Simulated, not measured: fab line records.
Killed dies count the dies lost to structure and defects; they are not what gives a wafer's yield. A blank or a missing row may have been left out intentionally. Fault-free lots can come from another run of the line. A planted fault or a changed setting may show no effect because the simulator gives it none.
The tool behind it: which one?    flow sky130    Sampling: 11 lots, 33 wafers, 5 of 708 route steps

## WHAT THE GAUGES SHOWED, per wafer
SKY_VT_ADJUST_HVTP_TW_MEAS_11.
lot   measured      on             VT_ADJUST_HVTP_TW
L928  day 7 07:40   film-metro-03  1351 1360 1356
L929  day 7 16:29   film-metro-03  1361 1357 1359
L930  day 7 19:29   film-metro-04  1358 1361 1355
L933  day 8 15:48   film-metro-04  1328 1330 1322
L934  day 8 21:39   film-metro-03  1332 1328 1324
L935  day 9 06:36   film-metro-04  1358 1354 1361
L941  day 10 18:39  film-metro-04  1371 1360 1366
L944  day 11 11:36  film-metro-04  1362 1369 1357
L945  day 11 17:31  film-metro-04  1365 1371 1376
L946  day 11 22:06  film-metro-02  1357 1353 1360
L947  day 12 04:28  film-metro-02  1355 1355 1359

## TOOL THAT RAN EACH LOT (tool first, then ch and the chambers of the sampled wafers, then the start)
lot   SKY_FIELD_ISO_ETCH_15              SKY_FIELD_ISO_STRIP_16               SKY_NWELL_STRIP_25                    SKY_VT_ADJUST_HVTP_IMPLANT_09
L928  rie-diel-01 ch 0,2,3, day 3 03:07  plasma-asher-03 ch 1, day 3 03:10    plasma-asher-02 ch 0,1, day 6 11:44   implanter-02 ch 0, day 7 07:25
L929  rie-diel-03 ch 0,1,2, day 3 08:19  plasma-asher-01 ch 0,1, day 3 08:24  plasma-asher-03 ch 0,1, day 6 19:29   implanter-03 ch 0, day 7 16:16
L930  rie-diel-01 ch 0,2, day 3 11:07    plasma-asher-01 ch 0,1, day 3 11:10  plasma-asher-02 ch 0,1, day 6 22:14   implanter-01 ch 0, day 7 19:14
L933  rie-diel-03 ch 0,1,3, day 4 04:49  plasma-asher-03 ch 0,1, day 4 04:52  plasma-asher-01 ch 0,1, day 7 17:29   implanter-01 ch 0, day 8 15:33
L934  rie-diel-03 ch 1,2,3, day 4 10:28  plasma-asher-01 ch 0,1, day 4 10:32  plasma-asher-01 ch 0,1, day 8 00:17   implanter-01 ch 0, day 8 21:24
L935  rie-diel-04 ch 1,2,3, day 4 18:37  plasma-asher-03 ch 0,1, day 4 18:41  plasma-asher-01 ch 0,1, day 8 08:17   implanter-03 ch 0, day 9 06:21
L941  rie-diel-04 ch 0,1,3, day 6 00:19  plasma-asher-03 ch 0,1, day 6 00:23  plasma-asher-03 ch 0,1, day 9 19:05   implanter-03 ch 0, day 10 18:24
L944  rie-diel-03 ch 0,3, day 6 13:55    plasma-asher-03 ch 0,1, day 6 13:59  plasma-asher-03 ch 0,1, day 10 12:20  implanter-03 ch 0, day 11 11:21
L945  rie-diel-03 ch 0,1,3, day 6 18:13  plasma-asher-01 ch 0,1, day 6 18:16  plasma-asher-01 ch 0,1, day 10 17:47  implanter-03 ch 0, day 11 17:16
L946  rie-diel-01 ch 1,2,3, day 7 00:43  plasma-asher-04 ch 0,1, day 7 00:46  plasma-asher-03 ch 0,1, day 10 22:05  implanter-01 ch 0, day 11 21:51
L947  rie-diel-01 ch 1,3, day 7 06:04    plasma-asher-04 ch 0,1, day 7 06:07  plasma-asher-01 ch 0,1, day 11 04:11  implanter-03 ch 0, day 12 04:13
- SKY_FIELD_ISO_ETCH_15: etches the open film in CHF3/O2, stops on Si, target depth 180 nm, time 72 s.
- SKY_FIELD_ISO_STRIP_16: strips in O2/N2.
- SKY_NWELL_STRIP_25: strips in O2/N2.
- SKY_VT_ADJUST_HVTP_IMPLANT_09

## WHAT THE TOOLS THEMSELVES READ (means of the sampled wafers that have a number; where no wafer has one, the mark that the record gives instead)
SKY_FIELD_ISO_ETCH_15.
lot   tool         chamber-pressure-mTorr (mTorr)  chf3-flow-sccm (sccm)  drypump-motor-current-A (A)  oes-product-au (a.u.)  throttle-valve-pct (%)
L928  rie-diel-01  39.96                           49.95                  5.4                          0.943                  8.848
L929  rie-diel-03  40.02                           50.00                  5.9                          0.948                  8.843
L930  rie-diel-01  40.01                           49.86                  5.5                          0.952                  8.840
L933  rie-diel-03  40.04                           49.95                  6.2                          0.954                  8.854
L934  rie-diel-03  39.98                           49.99                  6.1                          0.952                  8.841
L935  rie-diel-04  39.98                           49.96                  6.1                          0.947                  8.843
L941  rie-diel-04  39.97                           50.00                  6.1                          0.953                  8.852
L944  rie-diel-03  40.00                           49.98                  6.1                          0.943                  8.851
L945  rie-diel-03  40.02                           50.02                  6.2                          0.946                  8.852
L946  rie-diel-01  40.03                           50.12                  5.6                          0.934                  8.844
L947  rie-diel-01  40.00                           50.05                  5.7                          0.938                  8.838

SKY_FIELD_ISO_STRIP_16.
lot   tool             chamber-pressure-mTorr (mTorr)  drypump-motor-current-A (A)  oes-product-au (a.u.)  strip-time-to-endpoint-s (s)
L928  plasma-asher-03  1498.6                          5.72                         0.378                  3.55
L929  plasma-asher-01  1499.6                          5.47                         0.376                  3.56
L930  plasma-asher-01  1500.0                          5.47                         0.378                  3.53
L933  plasma-asher-03  1500.4                          5.55                         0.382                  3.59
L934  plasma-asher-01  1499.9                          5.49                         0.372                  3.59
L935  plasma-asher-03  1501.2                          5.57                         0.376                  3.51
L941  plasma-asher-03  1499.5                          5.57                         0.379                  3.50
L944  plasma-asher-03  1498.7                          5.41                         0.379                  3.52
L945  plasma-asher-01  1500.7                          5.48                         0.375                  3.54
L946  plasma-asher-04  1500.4                          5.30                         0.374                  3.55
L947  plasma-asher-04  1497.9                          5.31                         0.376                  3.53

SKY_NWELL_STRIP_25.
lot   tool             chamber-pressure-mTorr (mTorr)  drypump-motor-current-A (A)  oes-product-au (a.u.)  strip-time-to-endpoint-s (s)
L928  plasma-asher-02  1500.2                          6.4                          0.722                  37.01
L929  plasma-asher-03  1498.9                          5.6                          0.723                  37.02
L930  plasma-asher-02  1500.3                          6.4                          0.721                  36.96
L933  plasma-asher-01  1501.2                          5.5                          0.720                  36.91
L934  plasma-asher-01  1499.3                          5.5                          0.720                  36.92
L935  plasma-asher-01  1498.7                          5.4                          0.720                  37.06
L941  plasma-asher-03  1500.1                          5.4                          0.726                  36.99
L944  plasma-asher-03  1499.0                          5.6                          0.723                  36.86
L945  plasma-asher-01  1500.5                          5.4                          0.725                  36.97
L946  plasma-asher-03  1500.3                          5.4                          0.717                  36.81
L947  plasma-asher-01  1500.1                          5.5                          0.719                  36.74

SKY_VT_ADJUST_HVTP_IMPLANT_09.
lot   tool          beam-energy-keV
L928  implanter-02  149.96
L929  implanter-03  149.96
L930  implanter-01  149.94
L933  implanter-01  135.83
L934  implanter-01  135.89
L935  implanter-03  149.96
L941  implanter-03  150.01
L944  implanter-03  150.02
L945  implanter-03  150.01
L946  implanter-01  150.02
L947  implanter-03  150.10

## THE ANSWER, worked out from the rows above alone
Rule: the usual values come from the lots themselves. Put in order of their means at a reading, lots are off if they are a third of the lots or fewer, leave a main group of 4 or more, and stand apart from it by a gap of 3 or more times the standard deviation of the main group's means; of several such gaps the widest counts. Not used: any main group whose means are identical at the precision the tables above print for the reading. Also off: a lot with no number at a reading for which 4 or more lots have one. Any other lot the step has rows for is counted as sound. The gauges are gone through in route order, then the tools' own readings, and for those a lot's mean is taken as printed above. The first step at which some lot is off is used, and at that step the reading that is off furthest; a lot without a number counts as furthest.
Off: L933, L934, at SKY_VT_ADJUST_HVTP_TW_MEAS_11 (VT_ADJUST_HVTP_TW). For the main group the mean is 1360 and the standard deviation 4.8.
A tool fits if, at a process step before that reading, it ran every lot that is off, and no sound lot after the first of them. Not tried: the gauges at SKY_VT_ADJUST_HVTP_TW_MEAS_11; whatever is off there is also off at SKY_VT_ADJUST_HVTP_IMPLANT_09, on other tools, and gauge error can't account for it. None of those tried fits.

## WHAT THE SIMULATOR HAD INSERTED
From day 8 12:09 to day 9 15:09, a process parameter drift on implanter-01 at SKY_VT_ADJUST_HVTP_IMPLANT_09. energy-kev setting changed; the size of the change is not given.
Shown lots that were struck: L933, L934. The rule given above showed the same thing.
